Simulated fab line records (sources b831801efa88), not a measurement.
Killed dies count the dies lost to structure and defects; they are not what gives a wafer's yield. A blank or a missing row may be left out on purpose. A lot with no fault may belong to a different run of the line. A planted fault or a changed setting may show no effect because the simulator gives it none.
fab line records	flow gf180mcu	part 1 of 2: steps 1 to 42 of 43
[record] lots = 6	wafers = 18	lastDay = 34
route steps=602 shown POLY_GATE@161 HV_LDD@176 PASSIVATION@602
lots that met no fault: from a run of the same line without faults
startH: start of the lot's first displayed wafer, in hours after the record's first day	waitH: hours elapsed since this lot's preceding step	" same as the row above	L1.1+2: one row covering several wafers at once	- no value, or no start was given	* or withheld: withheld	< > ~ a bound
route shown NAME@n: NAME is a module with steps in the file, n the number in the route of the first one	usual: average and standard deviation across the fault-free wafers	same: alike in all rows	chamber/n: place in a boat	sites: the reading at each site	_std_site: the standard deviation of these	_edge_site: the outer-site mean with the inner-site mean subtracted	radiusMm: for every site, how far away it sits from the centre of the wafer	mask NAME#n: copy n	behind: the tool/chamber that last shaped the wafer	hold: what put the lot on hold/how long, in hours/how the hold closed	device: whichever transistor did not switch (one of n, p or np)	end of line: tests of these same wafers at the route's end	a step given without rows: its recipe and nothing more	killed: dies lost to structure and defects at the first sort, not the wafer's yield	map: per-die view of a wafer (x killed, . not killed, _ where there is no die)
set.NAME: the run value of the setting; set.NAME@STEP: its run value at that earlier step	model.NAME: the simulator's own value behind a step, which no gauge read
certain route steps with their lots: each step a table, each wafer a row
services: the hour from which a tool's chamber was out of use, counted from the record's first day as startH (under 0 if before that day), plus the number of hours and why
[[steps]]
[step GF_POLY_GATE_COAT_04]
[recipe] resist = BARC	tempC = withheld	timeS = withheld	spinRpm = withheld	resistThkNm = withheld
[step GF_POLY_GATE_COAT_05]
[recipe] resist = KrF	spinRpm = withheld	resistThkNm = 700
[step GF_POLY_GATE_SOFTBAKE_06]
[recipe] tempC = 130	timeS = 60	resist = KrF
[step GF_POLY_GATE_EXPOSE_07]
[recipe] maskId = Poly2	targetCdNm = 280	na = 0.68	sourceShape = conventional	sigmaOuter = 0.6	doseMj = 28
[step GF_POLY_GATE_PEB_08]
[recipe] pebTempC = 135	pebTimeS = 90	resist = KrF
[step GF_POLY_GATE_DEVELOP_09]
[recipe] developTimeS = 60	resist = KrF	devTempC = 21
[step GF_POLY_GATE_CD_MEAS_10]
[recipe] targetCdNm = 280
[usual] cdNm = 280.4/1.3
lot.wafer	tool	chamber	startH	waitH	cdNm
L592.1	cdSem-01	-	206.92	0.1	279.3
L592.3	"	-	"	"	279.1
L592.6	"	-	"	"	278.8
L594.1	cdSem-01	-	224.27	0.1	282.2
L594.3	"	-	"	"	281.2
L594.6	"	-	"	"	282.0
L595.2	cdSem-02	-	229.78	0.2	280.0
L595.4	"	-	"	"	281.0
L595.5	"	-	"	"	280.4
L603.1	cdSem-01	-	285.03	0.1	280.5
L603.2	"	-	"	"	281.7
L603.3	"	-	"	"	281.3
L604.1	cdSem-01	-	290.08	0.1	280.3
L604.2	"	-	"	"	279.9
L604.6	"	-	"	"	280.5
L614.4	cdSem-02	-	361.94	0.1	280.4
L614.5	"	-	"	"	279.8
L614.6	"	-	"	"	280.1
[step GF_POLY_GATE_OVL_MEAS_11]
[usual] POLY_GATE_OVL = 2/4.7
lot.wafer	tool	chamber	startH	waitH	POLY_GATE_OVL[nm]
L592.1	overlay-01	-	207.04	0.1	7
L592.3	"	-	"	"	12
L592.6	"	-	"	"	5
L594.1	overlay-01	-	224.39	0.1	1
L594.3	"	-	"	"	2
L594.6	"	-	"	"	1
L595.2	overlay-01	-	229.88	0.1	-2
L595.4	"	-	"	"	-3
L595.5	"	-	"	"	1
L603.1	overlay-02	-	285.15	0.1	6
L603.2	"	-	"	"	2
L603.3	"	-	"	"	1
L604.1	overlay-01	-	290.20	0.1	1
L604.2	"	-	"	"	2
L604.6	"	-	"	"	2
L614.4	overlay-01	-	362.02	0.1	2
L614.5	"	-	"	"	2
L614.6	"	-	"	"	6
[step GF_POLY_GATE_ETCH_12]
[recipe] chemistry = N2/H2	targetDepthA = withheld	overetchA = withheld	timeS = withheld	target = BARC	ionEnergyEv = 200	sourceW = 500	biasW = 100	pressureMtorr = 30	n2FlowSccm = 100	h2FlowSccm = 200
[usual] drypumpMotorCurrentA = 5.8/0.41	oesProductAu = 0.735/0.0044	rfFwdPowerW = 495.6/2	throttleValvePct = 13.214/0.0087
lot.wafer	tool	chamber	startH	waitH	drypumpMotorCurrentA	oesProductAu	rfFwdPowerW	throttleValvePct
L592.1	rieDiel-02	3	207.08	0.0	5.7	0.733	492.9	13.213
L592.3	"	2	"	"	5.8	0.743	497.2	13.213
L592.6	"	1	"	"	5.1	0.735	495.8	13.230
L594.1	rieDiel-04	1	224.43	0.0	6.0	0.732	496.6	13.198
L594.3	"	2	"	"	5.9	0.733	495.1	13.229
L594.6	"	3	"	"	5.5	0.725	494.4	13.201
L595.2	rieDiel-03	3	229.91	0.0	5.5	0.740	498.4	13.222
L595.4	"	1	"	"	6.0	0.732	495.1	13.208
L595.5	"	0	"	"	6.1	0.732	495.2	13.209
L603.1	rieDiel-03	0	285.19	0.0	6.1	0.741	494.1	13.213
L603.2	"	2	"	"	6.8	0.743	497.7	13.226
L603.3	"	1	"	"	6.0	0.728	494.3	13.216
L604.1	rieDiel-02	0	290.24	0.0	5.3	0.734	495.5	13.209
L604.2	"	1	"	"	5.1	0.733	499.3	13.212
L604.6	"	0	"	"	5.3	0.738	497.1	13.210
L614.4	rieDiel-02	3	362.07	0.0	5.7	0.736	493.9	13.196
L614.5	"	0	"	"	5.4	0.731	496.0	13.222
L614.6	"	1	"	"	5.1	0.744	497.6	13.225
[step GF_POLY_GATE_ETCH_13]
[recipe] target = poly-Si	targetDepthNm = 198.5	stopOn = SiO2	overEtchFrac = 0.403	chemistry = HBr/Cl2	icpW = 400	biasW = 100	pressureMtorr = 10	HBr_flow_sccm = 150	Cl2_flow_sccm = 50	timeS = 69.6
[usual] drypumpMotorCurrentA = 5.8/0.46	oesProductAu = 0.985/0.0079	rfFwdPowerW = 396.9/1.6	throttleValvePct = 33.685/0.01
lot.wafer	tool	chamber	startH	waitH	drypumpMotorCurrentA	oesProductAu	rfFwdPowerW	rfHoursCounterH	throttleValvePct
L592.1	rieSi-02	1	207.13	-	6.3	0.979	396.6	102	33.666
L592.3	"	3	"	"	5.4	0.981	398.5	1	33.695
L592.6	"	1	"	"	6.3	0.985	397.7	-	33.701
L594.1	rieSi-02	1	224.48	-	6.3	0.993	397.0	102	33.688
L594.3	"	3	"	"	5.4	0.999	395.8	1	33.678
L594.6	"	1	"	"	6.3	0.996	396.7	-	33.691
L595.2	rieSi-02	2	229.96	-	5.4	0.986	394.9	1	33.678
L595.4	"	3	"	"	5.4	0.988	399.0	-	33.696
L595.5	"	1	"	"	6.3	0.987	398.9	-	33.673
L603.1	rieSi-01	1	285.24	-	6.3	0.985	398.0	76	33.689
L603.2	"	3	"	"	5.5	0.981	396.8	17	33.685
L603.3	"	0	"	"	6.3	0.975	398.5	17	33.669
L604.1	rieSi-01	3	290.29	-	5.5	0.977	397.3	17	33.674
L604.2	"	2	"	"	5.1	0.987	395.9	1	33.695
L604.6	"	2	"	"	5.1	0.983	397.9	-	33.679
L614.4	rieSi-01	2	362.09	-	5.1	0.994	396.8	2	33.678
L614.5	"	1	"	"	6.3	0.982	397.9	-	33.679
L614.6	"	2	"	"	5.1	0.984	396.2	-	33.688
[step GF_POLY_GATE_STRIP_14]
[recipe] chemistry = O2/N2	powerW = 1400	pressureMtorr = 1500	platenTempC = 250	o2FlowSccm = 3000	n2FlowSccm = 300	overashFraction = 0.5
[usual] drypumpMotorCurrentA = 5.5/0.61	heaterPowerW = 351/39	oesProductAu = 0.506/0.0047
lot.wafer	tool	chamber	startH	waitH	drypumpMotorCurrentA	heaterPowerW	oesProductAu	rfHoursCounterH
L592.1	plasmaAsher-04	1	207.18	0.0	5.6	414	0.506	60
L592.3	"	0	"	"	4.6	317	0.502	-
L592.6	"	0	"	"	4.6	315	0.502	-
L594.1	plasmaAsher-04	1	224.53	0.0	5.7	408	0.510	62
L594.3	"	0	"	"	4.6	311	0.505	-
L594.6	"	1	"	"	5.7	412	0.510	-
L595.2	plasmaAsher-02	1	230.02	0.0	5.9	328	0.504	10
L595.4	"	0	"	"	6.3	322	0.504	-
L595.5	"	0	"	"	6.4	320	0.506	-
L603.1	plasmaAsher-01	0	285.29	0.0	5.9	375	0.508	61
L603.2	"	1	"	"	4.9	336	0.503	61
L603.3	"	1	"	"	4.9	342	0.502	-
L604.1	plasmaAsher-04	1	290.34	0.0	5.6	419	0.508	69
L604.2	"	0	"	"	4.6	311	0.499	69
L604.6	"	0	"	"	4.6	308	0.508	-
L614.4	plasmaAsher-02	0	362.18	0.1	6.3	320	0.501	-
L614.5	"	1	"	"	5.9	324	0.511	-
L614.6	"	0	"	"	6.3	323	0.507	-
[step GF_POLY_GATE_CLEAN_15]
[recipe] chemistry = SC1/SC2	mix = 1:4:20	tempC = 70	timeS = 150	dry = n2Spin
[step GF_POLY_GATE_OXIDATION_16]
[recipe] tempC = 850	ambient = O2	stabiliseS = 600	purgeS = 300	targetThkA = 40	oxTimeS = 899
[usual] spikeTcCentreC = 851.0/0.97	tubeCenterTempC = 850.01/0.077	tube_center_temp_C_max = 852.2/0.36	zonePowerLowerPct = 17.4/1.4	zonePowerUpperPct = 16.3/1
lot.wafer	tool	chamber	startH	waitH	spikeTcCentreC	tubeCenterTempC	tube_center_temp_C_max	zonePowerLowerPct	zonePowerUpperPct
L592.1	furnace-02	0	207.33	0.0	849.5	849.99	851.7	18.3	17.0
L592.3	"	0	"	"	850.6	850.04	852.1	17.9	17.2
L592.6	"	0	"	"	852.1	849.96	852.1	18.6	17.3
L594.1	furnace-02	0	225.67	1.0	852.4	850.03	852.7	18.5	17.0
L594.3	"	0	"	"	850.7	850.07	851.9	18.6	17.0
L594.6	"	0	"	"	850.4	850.1	851.9	18.7	17.0
L595.2	furnace-02	0	231.50	1.3	853.1	849.89	852.8	18.6	17.0
L595.4	"	0	"	"	850.5	850.01	851.5	18.3	17.0
L595.5	"	0	"	"	849.5	849.99	851.6	18.7	17.2
L603.1	furnace-02	0	285.44	0.0	850.1	850.05	852.1	18.6	17.1
L603.2	"	0	"	"	849.9	850.01	852.4	18.3	17.1
L603.3	"	0	"	"	850.1	850	852.2	18.5	17.4
L604.1	furnace-02	0	290.97	0.5	851.0	850.15	851.8	18.5	17.0
L604.2	"	0	"	"	850.6	849.97	852.1	18.6	17.0
L604.6	"	0	"	"	850.4	849.95	852.1	18.4	17.0
L614.4	furnace-01	0	362.30	0.0	851.8	849.79	852.4	15.5	15.1
L614.5	"	0	"	"	852.0	850.03	853.0	15.7	14.9
L614.6	"	0	"	"	851.0	850.07	851.9	15.5	15.2
[step GF_POLY_GATE_THK_MEAS_17]
[recipe] reads = SiO2_of_POLY_GATE_OXIDATION_16
[usual] POLY_GATE_OXIDATION_THK = 4.02/0.074
lot.wafer	tool	chamber	startH	waitH	POLY_GATE_OXIDATION_THK[nm]
L592.1	filmMetro-03	-	208.58	0.0	3.97
L592.3	"	-	"	"	4.01
L592.6	"	-	"	"	4.03
L594.1	filmMetro-03	-	226.92	0.0	3.99
L594.3	"	-	"	"	3.96
L594.6	"	-	"	"	3.88
L595.2	filmMetro-02	-	232.76	0.0	4.02
L595.4	"	-	"	"	3.98
L595.5	"	-	"	"	4.04
L603.1	filmMetro-02	-	286.69	0.0	3.92
L603.2	"	-	"	"	3.99
L603.3	"	-	"	"	3.97
L604.1	filmMetro-03	-	292.22	0.0	3.82
L604.2	"	-	"	"	3.90
L604.6	"	-	"	"	3.89
L614.4	filmMetro-02	-	363.58	0.0	4.10
L614.5	"	-	"	"	4.06
L614.6	"	-	"	"	4.09
[step GF_POLY_GATE_CD_MEAS_18]
[usual] cdNm = 280.5/1.9
lot.wafer	tool	chamber	startH	waitH	cdNm
L592.1	cdSem-02	-	208.64	0.1	280.6
L592.3	"	-	"	"	279.3
L592.6	"	-	"	"	280.6
L594.1	cdSem-02	-	227.00	0.1	282.4
L594.3	"	-	"	"	280.1
L594.6	"	-	"	"	281.7
L595.2	cdSem-02	-	232.84	0.1	277.5
L595.4	"	-	"	"	279.8
L595.5	"	-	"	"	279.6
L603.1	cdSem-02	-	286.75	0.1	281.5
L603.2	"	-	"	"	282.1
L603.3	"	-	"	"	281.0
L604.1	cdSem-02	-	292.28	0.1	279.9
L604.2	"	-	"	"	278.7
L604.6	"	-	"	"	278.2
L614.4	cdSem-01	-	363.69	0.1	278.9
L614.5	"	-	"	"	280.9
L614.6	"	-	"	"	277.5
[step GF_HV_LDD_DEHYDRATE_00]
[recipe] tempC = 200	timeS = 60
[step GF_HV_LDD_HMDS_01]
[recipe] primeTimeS = 60	primeTempC = 120
[step GF_HV_LDD_COAT_02]
[recipe] resist = NOVOLAK	spinRpm = 3000	resistThkNm = 1000
[step GF_HV_LDD_SOFTBAKE_03]
[recipe] tempC = 90	timeS = 60	resist = NOVOLAK
[step GF_HV_LDD_EXPOSE_04]
[recipe] maskId = Nplus_LV_AREA	targetCdNm = 400	na = 0.6	sourceShape = conventional	sigmaOuter = 0.6	doseMj = 140
[step GF_HV_LDD_PEB_05]
[recipe] tempC = withheld	timeS = *	resist = NOVOLAK
[step GF_HV_LDD_DEVELOP_06]
[recipe] developTimeS = 62.09	devTempC = 23
[step GF_HV_LDD_CD_MEAS_07]
[recipe] targetCdNm = 400
[usual] cdNm = 399.8/1.9
lot.wafer	tool	chamber	startH	waitH	cdNm
L592.1	cdSem-02	-	226.52	0.1	398.7
L592.3	"	-	"	"	398.0
L592.6	"	-	"	"	400.4
L594.1	cdSem-02	-	245.34	0.2	401.7
L594.3	"	-	"	"	402.1
L594.6	"	-	"	"	404.2
L595.2	cdSem-02	-	251.61	0.1	402.6
L595.4	"	-	"	"	400.6
L595.5	"	-	"	"	399.8
L603.1	cdSem-01	-	306.72	0.1	401.3
L603.2	"	-	"	"	398.2
L603.3	"	-	"	"	398.6
L604.1	cdSem-02	-	312.18	0.1	399.8
L604.2	"	-	"	"	399.2
L604.6	"	-	"	"	400.4
L614.4	cdSem-02	-	386.37	0.1	401.5
L614.5	"	-	"	"	402.4
L614.6	"	-	"	"	403.5
[step GF_HV_LDD_OVL_MEAS_08]
[usual] HV_LDD_OVL = -1.4/1.3
lot.wafer	tool	chamber	startH	waitH	HV_LDD_OVL[nm]
L592.1	overlay-02	-	226.64	0.1	-0.5
L592.3	"	-	"	"	-1.2
L592.6	"	-	"	"	-0.3
L594.1	overlay-02	-	245.46	0.1	-1.1
L594.3	"	-	"	"	-2.4
L594.6	"	-	"	"	-1.9
L595.2	overlay-01	-	251.71	0.1	-2.0
L595.4	"	-	"	"	-3.9
L595.5	"	-	"	"	-3.3
L603.1	overlay-01	-	306.84	0.1	0.2
L603.2	"	-	"	"	-0.7
L603.3	"	-	"	"	-2.4
L604.1	overlay-01	-	312.30	0.1	-0.5
L604.2	"	-	"	"	0.2
L604.6	"	-	"	"	-0.3
L614.4	overlay-01	-	386.45	0.1	-0.5
L614.5	"	-	"	"	-1.8
L614.6	"	-	"	"	-0.9
[step GF_HV_LDD_IMPLANT_09]
[recipe] species = As	energyKev = 40	doseCm2 = 1e+14	tiltDeg = 7
[step GF_HV_LDD_STRIP_10]
[recipe] chemistry = O2/N2	powerW = 1400	pressureMtorr = 1500	platenTempC = 250	o2FlowSccm = 3000	n2FlowSccm = 300	overashFraction = 0.5
[usual] drypumpMotorCurrentA = 5.8/0.5	heaterPowerW = 331/23	oesProductAu = 0.716/0.0047	stripTimeToEndpointS = 12.65/0.04
lot.wafer	tool	chamber	startH	waitH	drypumpMotorCurrentA	heaterPowerW	oesProductAu	rfHoursCounterH	stripTimeToEndpointS
L592.1	plasmaAsher-02	1	226.83	0.1	5.8	325	0.718	10	12.66
L592.3	"	0	"	"	6.4	314	0.728	-	12.68
L592.6	"	1	"	"	5.9	325	0.716	-	12.66
L594.1	plasmaAsher-01	0	245.68	0.1	5.9	387	0.723	57	12.66
L594.3	"	0	"	"	5.9	366	0.723	-	12.69
L594.6	"	0	"	"	5.9	382	0.721	-	12.65
L595.2	plasmaAsher-02	0	251.89	0.1	6.3	324	0.712	12	12.59
L595.4	"	1	"	"	5.9	330	0.717	-	12.61
L595.5	"	0	"	"	6.4	328	0.715	-	12.64
L603.1	plasmaAsher-01	0	307.03	0.1	5.9	386	0.721	64	12.66
L603.2	"	1	"	"	4.9	337	0.710	64	12.67
L603.3	"	0	"	"	5.9	373	0.719	-	12.68
L604.1	plasmaAsher-02	0	312.49	0.1	6.3	319	0.720	18	12.65
L604.2	"	1	"	"	5.9	331	0.716	18	12.67
L604.6	"	0	"	"	6.3	324	0.709	-	12.63
L614.4	plasmaAsher-02	0	386.65	0.1	6.3	334	0.721	-	12.61
L614.5	"	0	"	"	6.3	329	0.713	-	12.61
L614.6	"	1	"	"	5.9	328	0.720	-	12.60
[step GF_HV_LDD_TW_MEAS_11]
[usual] HV_LDD_TW = 2421/18
lot.wafer	tool	chamber	startH	waitH	HV_LDD_TW
L592.1	filmMetro-04	-	226.93	0.1	2413
L592.3	"	-	"	"	2399
L592.6	"	-	"	"	2391
L594.1	filmMetro-02	-	245.78	0.1	2436
L594.3	"	-	"	"	2444
L594.6	"	-	"	"	2439
L595.2	filmMetro-01	-	252.00	0.1	2394
L595.4	"	-	"	"	2398
L595.5	"	-	"	"	2413
L603.1	filmMetro-02	-	307.13	0.1	2436
L603.2	"	-	"	"	2440
L603.3	"	-	"	"	2427
L604.1	filmMetro-04	-	312.59	0.1	2404
L604.2	"	-	"	"	2411
L604.6	"	-	"	"	2399
L614.4	filmMetro-04	-	386.75	0.1	2405
L614.5	"	-	"	"	2397
L614.6	"	-	"	"	2415
[step GF_HV_LDD_DEHYDRATE_12]
[recipe] tempC = 200	timeS = 60
[step GF_HV_LDD_HMDS_13]
[recipe] primeTimeS = 60	primeTempC = 120
[step GF_HV_LDD_COAT_14]
[recipe] resist = NOVOLAK	spinRpm = 3000	resistThkNm = 1000
[step GF_HV_LDD_SOFTBAKE_15]
[recipe] tempC = 90	timeS = 60	resist = NOVOLAK
[step GF_HV_LDD_EXPOSE_16]
[recipe] maskId = Pplus_LV_AREA	targetCdNm = 400	na = 0.6	sourceShape = conventional	sigmaOuter = 0.6	doseMj = 140
[step GF_HV_LDD_PEB_17]
[recipe] tempC = withheld	timeS = *	resist = NOVOLAK
[step GF_HV_LDD_DEVELOP_18]
[recipe] developTimeS = 60	devTempC = 23
[step GF_HV_LDD_CD_MEAS_19]
[recipe] targetCdNm = 400
[usual] cdNm = 400.5/2.6
lot.wafer	tool	chamber	startH	waitH	cdNm
L592.1	cdSem-02	-	245.22	0.1	394.8
L592.3	"	-	"	"	398.2
L592.6	"	-	"	"	396.9
L594.1	cdSem-02	-	264.54	0.1	399.0
L594.3	"	-	"	"	399.0
L594.6	"	-	"	"	399.5
L595.2	cdSem-02	-	270.68	0.1	401.9
L595.4	"	-	"	"	401.0
L595.5	"	-	"	"	402.7
L603.1	cdSem-01	-	327.07	0.1	402.7
L603.2	"	-	"	"	400.2
L603.3	"	-	"	"	402.0
L604.1	cdSem-02	-	333.21	0.1	403.5
L604.2	"	-	"	"	402.3
L604.6	"	-	"	"	402.9
L614.4	cdSem-01	-	410.18	0.1	399.0
L614.5	"	-	"	"	399.3
L614.6	"	-	"	"	397.5
[step GF_HV_LDD_OVL_MEAS_20]
[usual] HV_LDD_01_OVL = -0.3/1.5
lot.wafer	tool	chamber	startH	waitH	HV_LDD_01_OVL[nm]
L592.1	overlay-02	-	245.34	0.1	-0.3
L592.3	"	-	"	"	-1.5
L592.6	"	-	"	"	-1.6
L594.1	overlay-01	-	264.66	0.1	-0.2
L594.3	"	-	"	"	0.0
L594.6	"	-	"	"	-1.4
L595.2	overlay-01	-	270.79	0.1	-0.4
L595.4	"	-	"	"	-1.1
L595.5	"	-	"	"	0.7
L603.1	overlay-01	-	327.19	0.1	-1.7
L603.2	"	-	"	"	-2.9
L603.3	"	-	"	"	-0.3
L604.1	overlay-02	-	333.33	0.1	-0.4
L604.2	"	-	"	"	0.1
L604.6	"	-	"	"	1.1
L614.4	overlay-02	-	410.26	0.1	0.0
L614.5	"	-	"	"	-0.6
L614.6	"	-	"	"	-1.7
[step GF_HV_LDD_IMPLANT_21]
[recipe] species = BF2	energyKev = 25	doseCm2 = 5e+13	tiltDeg = 7
[step GF_HV_LDD_STRIP_22]
[recipe] chemistry = O2/N2	powerW = 1400	pressureMtorr = 1500	platenTempC = 250	o2FlowSccm = 2921	n2FlowSccm = 300	overashFraction = 0.5
[usual] drypumpMotorCurrentA = 5.6/0.53	heaterPowerW = 340/27	oesProductAu = 0.716/0.0042	stripTimeToEndpointS = 12.65/0.04
lot.wafer	tool	chamber	startH	waitH	drypumpMotorCurrentA	heaterPowerW	oesProductAu	rfHoursCounterH	stripTimeToEndpointS
L592.1	plasmaAsher-02	0	245.53	0.1	6.3	329	0.717	11	12.69
L592.3	"	0	"	"	6.3	333	0.712	-	12.66
L592.6	"	0	"	"	6.3	332	0.717	-	12.66
L594.1	plasmaAsher-02	0	264.84	0.1	6.3	329	0.715	14	12.65
L594.3	"	1	"	"	5.8	326	0.712	-	12.65
L594.6	"	0	"	"	6.3	317	0.704	-	12.71
L595.2	plasmaAsher-01	1	270.97	0.1	4.9	337	0.710	60	12.58
L595.4	"	1	"	"	4.9	334	0.715	-	12.54
L595.5	"	1	"	"	4.9	332	0.705	-	12.57
L603.1	plasmaAsher-03	0	327.38	0.1	5.0	337	0.719	50	12.70
L603.2	"	1	"	"	5.8	295	0.720	50	12.70
L603.3	"	1	"	"	5.8	285	0.712	-	12.71
L604.1	plasmaAsher-03	1	333.52	0.1	5.9	287	0.717	50	12.62
L604.2	"	0	"	"	5.0	341	0.713	50	12.70
L604.6	"	0	"	"	4.9	347	0.716	-	12.64
L614.4	plasmaAsher-03	1	410.46	0.1	5.8	293	0.714	-	12.62
L614.5	"	1	"	"	5.9	293	0.717	-	12.59
L614.6	"	0	"	"	5.0	350	0.722	-	12.63
[step GF_HV_LDD_TW_MEAS_23]
[usual] HV_LDD_2_TW = 1063/6.7
lot.wafer	tool	chamber	startH	waitH	HV_LDD_2_TW
L592.1	filmMetro-01	-	245.63	0.1	1055
L592.3	"	-	"	"	1055
L592.6	"	-	"	"	1059
L594.1	filmMetro-02	-	264.94	0.1	1059
L594.3	"	-	"	"	1067
L594.6	"	-	"	"	1059
L595.2	filmMetro-01	-	271.08	0.1	1061
L595.4	"	-	"	"	1060
L595.5	"	-	"	"	1064
L603.1	filmMetro-04	-	327.48	0.1	1056
L603.2	"	-	"	"	1055
L603.3	"	-	"	"	1050
L604.1	filmMetro-04	-	333.62	0.1	1051
L604.2	"	-	"	"	1050
L604.6	"	-	"	"	1050
L614.4	filmMetro-02	-	410.55	0.1	1063
L614.5	"	-	"	"	1055
L614.6	"	-	"	"	1062
[step GF_HV_LDD_DEHYDRATE_24]
[recipe] tempC = 200	timeS = 60
[step GF_HV_LDD_HMDS_25]
[recipe] primeTimeS = 60	primeTempC = 120
[step GF_HV_LDD_COAT_26]
[recipe] resist = NOVOLAK	spinRpm = 3000	resistThkNm = 1000
